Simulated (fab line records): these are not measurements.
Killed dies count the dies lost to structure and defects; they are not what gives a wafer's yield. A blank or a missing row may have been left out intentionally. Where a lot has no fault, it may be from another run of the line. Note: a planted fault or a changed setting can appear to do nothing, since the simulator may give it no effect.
fab line records -- flow sky130
record lots=11, wafers=33, lastDay=50
route steps=708 shown CAPM@551 VIA3@585
lots that met no fault: taken from a fault-free run of the same line
startH: the number of hours between the record's first day and the start of the first shown wafer of the lot -- waitH: hours elapsed since this lot's preceding step -- " repeats the value in the row above -- L1.1+2: a row that stands for several wafers -- - either no value or no given start -- * or withheld: withheld -- < > ~ a bound
route shown NAME@n: names a module that has steps shown in the file, with the first one's number in the route -- usual: average and standard deviation across the fault-free wafers -- same: alike in all rows -- chamber/n: place in a boat -- sites: readings site by site -- _std_site: the values' standard deviation -- _edge_site: inner sites' mean taken away from outer sites' mean -- radiusMm: for every site, how far away it sits from the centre of the wafer -- mask NAME#n: copy n -- behind: the tool/chamber that last shaped the wafer -- hold: the reason the lot was held/the length of the hold in hours/how it ended -- device: the n, p or np transistor that did not switch -- end of line: tests run on the same wafers once the route is complete -- for a step that has no rows: nothing shown but its recipe -- killed: count of dies lost to structure and defects at first sort (not the wafer's yield) -- map: dies across one wafer; x = killed, . = not, _ = none there
set.NAME: setting as actually run; set.NAME@STEP: the setting as run at that earlier step -- model.NAME: the simulator's own value behind a step, which no gauge read
the route's steps for a sample of lots (tables are steps, rows are wafers)
services: a tool's chamber out of use, with start hour (startH, from the record's first day; less than 0 if before it), hours out, and reason
## steps
# step SKY_CAPM_STRIP_14
# recipe chemistry=O2/N2, powerW=1400, pressureMtorr=1500, platenTempC=withheld, o2FlowSccm=3000, n2FlowSccm=300, overashFraction=0.5
# usual chamberPressureMTorr=1499.9/1.4, drypumpMotorCurrentA=5.5/0.54, oesProductAu=0.710/0.0048, stripTimeToEndpointS=12.67/0.049
lot.wafer,tool,chamber,startH,waitH,chamberPressureMTorr,drypumpMotorCurrentA,oesProductAu,rfHoursCounterH,stripTimeToEndpointS
L511.1,plasmaAsher-04,1,890.13,0.1,1499.5,4.9,0.709,49,12.63
L511.5,plasmaAsher-04,1,890.13,0.1,1500.4,4.9,0.709,-,12.60
L511.6,plasmaAsher-04,0,890.13,0.1,1502.1,6.4,0.706,-,12.66
L512.2,plasmaAsher-04,0,900.08,0.1,1501.7,6.4,0.710,50,12.65
L512.3,plasmaAsher-04,1,900.08,0.1,1500.5,4.9,0.711,-,12.80
L512.5,plasmaAsher-04,0,900.08,0.1,1501.9,6.3,0.707,-,12.74
L515.1,plasmaAsher-04,1,914.40,0.1,1500.1,4.8,0.707,53,12.65
L515.4,plasmaAsher-04,1,914.40,0.1,1500.8,4.8,0.709,-,12.64
L515.5,plasmaAsher-04,1,914.40,0.1,1498.8,4.8,0.711,-,12.68
L516.1,plasmaAsher-04,0,939.08,0.1,1501.5,6.4,0.707,56,12.66
L516.3,plasmaAsher-04,1,939.08,0.1,1499.9,4.9,0.715,-,12.69
L516.5,plasmaAsher-04,1,939.08,0.1,1501.0,4.8,0.709,-,12.74
L517.3,plasmaAsher-02,0,948.86,0.1,1499.6,5.2,0.702,-,12.74
L517.4,plasmaAsher-02,1,948.86,0.1,1501.0,5.0,0.712,-,12.70
L517.6,plasmaAsher-02,0,948.86,0.1,1499.6,5.2,0.714,-,12.70
L519.1,plasmaAsher-02,1,957.68,0.1,1500.3,5.0,0.709,14,12.70
L519.4,plasmaAsher-02,0,957.68,0.1,1497.1,5.2,0.711,-,12.73
L519.6,plasmaAsher-02,1,957.68,0.1,1498.4,5.0,0.702,-,12.67
L520.1,plasmaAsher-02,1,965.23,0.1,1499.3,5.0,0.700,15,12.71
L520.2,plasmaAsher-02,0,965.23,0.1,1497.8,5.2,0.722,15,12.63
L520.6,plasmaAsher-02,1,965.23,0.1,1501.3,5.0,0.711,-,12.62
L527.3,plasmaAsher-04,0,1013.24,0.1,1499.5,6.4,0.714,-,12.59
L527.5,plasmaAsher-04,0,1013.24,0.1,1497.4,6.3,0.709,-,12.58
L527.6,plasmaAsher-04,1,1013.24,0.1,1496.5,4.8,0.707,-,12.58
L528.2,plasmaAsher-01,1,1015.78,0.1,1497.6,5.7,0.706,89,12.65
L528.3,plasmaAsher-01,0,1015.78,0.1,1501.8,5.8,0.705,-,12.68
L528.5,plasmaAsher-01,1,1015.78,0.1,1499.3,5.7,0.719,-,12.62
L530.1,plasmaAsher-02,1,1033.28,0.1,1498.7,5.0,0.709,21,12.75
L530.4,plasmaAsher-02,1,1033.28,0.1,1500.3,5.0,0.707,-,12.74
L530.6,plasmaAsher-02,0,1033.28,0.1,1498.3,5.2,0.713,-,12.72
L532.1,plasmaAsher-02,0,1039.60,0.1,1500.3,5.2,0.721,22,12.54
L532.2,plasmaAsher-02,1,1039.60,0.1,1500.7,5.0,0.707,22,12.67
L532.4,plasmaAsher-02,1,1039.60,0.1,1502.2,5.0,0.710,-,12.63
# step SKY_VIA3_CD_MEAS_12
# recipe targetCdNm=200
# usual cdNm=200.2/1.2
lot.wafer,tool,chamber,startH,waitH,cdNm
L511.1,cdSem-01,-,940.89,-,199.0
L511.5,cdSem-01,-,940.89,-,201.7
L511.6,cdSem-01,-,940.89,-,202.1
L512.2,cdSem-02,-,951.29,-,200.4
L512.3,cdSem-02,-,951.29,-,199.4
L512.5,cdSem-02,-,951.29,-,200.4
L515.1,cdSem-02,-,967.09,-,197.7
L515.4,cdSem-02,-,967.09,-,198.3
L515.5,cdSem-02,-,967.09,-,198.7
L516.1,cdSem-01,-,991.20,-,200.1
L516.3,cdSem-01,-,991.20,-,200.1
L516.5,cdSem-01,-,991.20,-,199.6
L517.3,cdSem-02,-,999.83,-,200.7
L517.4,cdSem-02,-,999.83,-,201.5
L517.6,cdSem-02,-,999.83,-,202.6
L519.1,cdSem-01,-,1007.69,-,199.5
L519.4,cdSem-01,-,1007.69,-,200.1
L519.6,cdSem-01,-,1007.69,-,198.6
L520.1,cdSem-01,-,1014.59,-,198.8
L520.2,cdSem-01,-,1014.59,-,200.0
L520.6,cdSem-01,-,1014.59,-,199.4
L527.3,cdSem-02,-,1060.86,-,198.4
L527.5,cdSem-02,-,1060.86,-,198.5
L527.6,cdSem-02,-,1060.86,-,199.5
L528.2,cdSem-02,-,1063.21,-,200.5
L528.3,cdSem-02,-,1063.21,-,201.3
L528.5,cdSem-02,-,1063.21,-,202.9
L530.1,cdSem-01,-,1078.85,-,200.4
L530.4,cdSem-01,-,1078.85,-,200.9
L530.6,cdSem-01,-,1078.85,-,200.7
L532.1,cdSem-01,-,1084.70,-,198.5
L532.2,cdSem-01,-,1084.70,-,197.3
L532.4,cdSem-01,-,1084.70,-,199.6
# step SKY_VIA3_ETCH_14
# recipe chemistry=N2/H2, target=BARC, ionEnergyEv=200, sourceW=500, biasW=100, pressureMtorr=30, n2FlowSccm=100, h2FlowSccm=200, stopOn=SiO2, timeS=45.9, targetDepthA=600
# usual biasW=100.0/0.32, chamberPressureMTorr=29.998/0.028, drypumpMotorCurrentA=5.5/0.43, h2FlowSccm=199.9/0.64, oesProductAu=0.855/0.0045, throttleValvePct=13.225/0.0087
lot.wafer,tool,chamber,startH,waitH,biasW,chamberPressureMTorr,drypumpMotorCurrentA,h2FlowSccm,oesProductAu,rfHoursCounterH,throttleValvePct
L511.1,rieDiel-01,3,941.05,0.0,100.1,29.985,5.7,200.2,0.853,9,13.233
L511.5,rieDiel-01,2,941.05,0.0,100.1,30.013,5.4,199.0,0.858,-,13.222
L511.6,rieDiel-01,1,941.05,0.0,100.1,30.014,4.9,199.9,0.851,-,13.233
L512.2,rieDiel-01,3,951.42,0.0,99.9,29.974,5.7,200.3,0.858,9,13.216
L512.3,rieDiel-01,1,951.42,0.0,99.8,29.995,4.9,200.1,0.850,2,13.228
L512.5,rieDiel-01,1,951.42,0.0,99.6,30.047,4.9,199.8,0.866,-,13.230
L515.1,rieDiel-04,3,967.25,0.0,100.2,30.046,5.8,198.7,0.850,13,13.216
L515.4,rieDiel-04,0,967.25,0.0,99.8,29.986,5.6,201.0,0.852,19,13.235
L515.5,rieDiel-04,0,967.25,0.0,100.3,30.007,5.6,200.8,0.848,-,13.228
L516.1,rieDiel-02,3,991.36,0.0,99.9,30.045,6.0,200.3,0.860,29,13.225
L516.3,rieDiel-02,0,991.36,0.0,100.0,30.006,5.0,200.2,0.858,11,13.226
L516.5,rieDiel-02,0,991.36,0.0,99.8,29.989,5.0,200.7,0.855,-,13.240
L517.3,rieDiel-04,1,999.95,0.0,99.8,29.990,6.2,200.1,0.861,26,13.225
L517.4,rieDiel-04,3,999.95,0.0,100.4,30.043,5.9,200.5,0.853,15,13.223
L517.6,rieDiel-04,3,999.95,0.0,99.9,29.985,5.9,199.7,0.859,-,13.220
L519.1,rieDiel-02,2,1007.85,0.0,100.1,29.986,5.2,199.2,0.861,23,13.220
L519.4,rieDiel-02,1,1007.85,0.0,99.4,30.016,6.0,199.5,0.854,24,13.227
L519.6,rieDiel-02,3,1007.85,0.0,99.8,29.994,6.0,200.0,0.863,-,13.219
L520.1,rieDiel-01,2,1014.75,0.0,100.5,30.005,5.4,199.3,0.856,20,13.202
L520.2,rieDiel-01,0,1014.75,0.0,99.6,30.029,5.1,200.1,0.857,1,13.211
L520.6,rieDiel-01,1,1014.75,0.0,100.0,30.025,4.9,199.3,0.849,-,13.236
L527.3,rieDiel-01,2,1060.98,0.0,94.3,29.971,5.4,200.3,0.853,22,13.226
L527.5,rieDiel-01,1,1060.98,0.0,93.9,29.998,4.9,199.6,0.858,-,13.222
L527.6,rieDiel-01,0,1060.98,0.0,94.0,30.053,5.2,200.3,0.851,-,13.225
L528.2,rieDiel-01,3,1063.35,0.0,94.5,30.007,5.7,200.9,0.857,13,13.223
L528.3,rieDiel-01,0,1063.35,0.0,94.7,29.963,5.2,199.5,0.850,3,13.222
L528.5,rieDiel-01,3,1063.35,0.0,94.4,30.001,5.7,199.7,0.853,-,13.219
L530.1,rieDiel-01,2,1079.01,0.0,94.2,30.041,5.4,200.2,0.859,22,13.225
L530.4,rieDiel-01,0,1079.01,0.0,93.6,30.026,5.1,200.1,0.852,4,13.238
L530.6,rieDiel-01,1,1079.01,0.0,93.9,29.978,5.0,199.9,0.852,-,13.218
L532.1,rieDiel-04,2,1084.86,0.0,99.9,29.993,6.1,199.3,0.853,16,13.225
L532.2,rieDiel-04,3,1084.86,0.0,100.5,29.949,5.8,200.5,0.857,18,13.223
L532.4,rieDiel-04,1,1084.86,0.0,99.6,29.953,6.2,199.7,0.857,29,13.225
# step SKY_VIA3_ETCH_15
# recipe target=SiO2, chemistry=C4F8/O2/Ar, targetDepthNm=507, stopOn=TiN, maskMaterial=KrF-thick, sourceW=1500, biasW=1200, pressureMtorr=40, c4f8FlowSccm=withheld, O2_flow_sccm=6, Ar_flow_sccm=300, timeS=78
# usual biasW=1199/3.4, chamberPressureMTorr=40.00/0.036, oesProductAu=0.946/0.005
lot.wafer,tool,chamber,startH,waitH,biasW,chamberPressureMTorr,oesProductAu,rfHoursCounterH
L511.1,rieDiel-01,3,941.09,0.0,1196,40.01,0.949,9
L511.5,rieDiel-01,2,941.09,0.0,1199,40.04,0.946,-
L511.6,rieDiel-01,1,941.09,0.0,1198,39.98,0.946,-
L512.2,rieDiel-01,3,951.47,0.0,1198,40.02,0.935,9
L512.3,rieDiel-01,1,951.47,0.0,1200,40.02,0.942,3
L512.5,rieDiel-01,1,951.47,0.0,1197,39.96,0.952,-
L515.1,rieDiel-04,3,967.29,0.0,1191,39.97,0.947,13
L515.4,rieDiel-04,0,967.29,0.0,1201,40.02,0.940,19
L515.5,rieDiel-04,0,967.29,0.0,1194,39.96,0.939,-
L516.1,rieDiel-02,3,991.40,0.0,1202,40.03,0.945,29
L516.3,rieDiel-02,0,991.40,0.0,1192,39.98,0.946,11
L516.5,rieDiel-02,0,991.40,0.0,1196,40.00,0.948,-
L517.3,rieDiel-04,1,999.99,0.0,1202,40.00,0.955,27
L517.4,rieDiel-04,3,999.99,0.0,1203,39.98,0.940,15
L517.6,rieDiel-04,3,999.99,0.0,1202,39.96,0.943,-
L519.1,rieDiel-02,2,1007.89,0.0,1200,39.94,0.952,23
L519.4,rieDiel-02,1,1007.89,0.0,1197,39.98,0.944,24
L519.6,rieDiel-02,3,1007.89,0.0,1199,40.04,0.945,-
L520.1,rieDiel-01,2,1014.79,0.0,1201,39.98,0.950,20
L520.2,rieDiel-01,0,1014.79,0.0,1196,39.98,0.949,1
L520.6,rieDiel-01,1,1014.79,0.0,1198,39.92,0.952,-
L527.3,rieDiel-01,2,1061.02,0.0,1201,40.01,0.941,22
L527.5,rieDiel-01,1,1061.02,0.0,1197,40.00,0.941,-
L527.6,rieDiel-01,0,1061.02,0.0,1206,40.09,0.947,-
L528.2,rieDiel-01,3,1063.39,0.0,1204,40.01,0.956,13
L528.3,rieDiel-01,0,1063.39,0.0,1201,40.02,0.946,3
L528.5,rieDiel-01,3,1063.39,0.0,1206,39.98,0.946,-
L530.1,rieDiel-01,2,1079.05,0.0,1203,40.03,0.952,22
L530.4,rieDiel-01,0,1079.05,0.0,1207,39.96,0.947,4
L530.6,rieDiel-01,1,1079.05,0.0,1201,39.99,0.947,-
L532.1,rieDiel-04,2,1084.90,0.0,1200,39.94,0.939,16
L532.2,rieDiel-04,3,1084.90,0.0,1192,40.02,0.940,18
L532.4,rieDiel-04,1,1084.90,0.0,1199,39.99,0.938,29
## services
tool,chamber,startH,hours,kind
plasmaAsher-04,-,890.45,4.6,repair
plasmaAsher-02,-,894.53,23.4,repair
rieDiel-04,-,903.56,0.3,repair
rieDiel-04,3,905.98,3.3,repair
rieDiel-01,0,948.33,-,clean
rieDiel-01,0,948.33,-,consumableReplace:showerhead
rieDiel-01,0,948.33,18.6,scheduledDown
rieDiel-01,0,948.33,18.6,ventCycle
rieDiel-02,3,957.85,8.0,repair
plasmaAsher-01,-,964.50,1.1,repair
rieDiel-02,-,976.95,2.6,repair
plasmaAsher-04,-,981.31,8.4,pm
rieDiel-04,0,984.32,9.4,repair
rieDiel-02,2,990.90,2.8,repair
rieDiel-02,-,1004.23,1.1,repair
rieDiel-04,3,1008.17,2.9,repair
rieDiel-02,3,1016.16,10.6,repair
plasmaAsher-02,-,1016.98,9.5,repair
rieDiel-01,-,1021.75,2.8,pm
rieDiel-04,1,1028.47,16.6,repair
rieDiel-04,0,1036.58,1.6,repair
rieDiel-01,2,1049.82,7.2,repair
rieDiel-02,1,1057.85,10.4,repair
plasmaAsher-02,-,1077.56,1.5,repair
## key
firstSign step=SKY_VIA3_ETCH_14, reading=biasW, direction=down, sigmas=18, usual=100.0, struck=94.2
effect none on later readings
metAt SKY_VIA3_ETCH_14
struckLots L527,L528,L530
notActingAt SKY_CAPM_STRIP_14,SKY_VIA3_CD_MEAS_12,SKY_VIA3_ETCH_15
onsetBetween 1014.75 1060.98
fault kind=processParameterDrift, tool=rieDiel-01, chamber=-, onsetH=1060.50, steps=SKY_VIA3_ETCH_14, channel=biasW, offset=-5.8555, shape=step, endH=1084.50, actsIn=theseRecipesOnly, stated=100
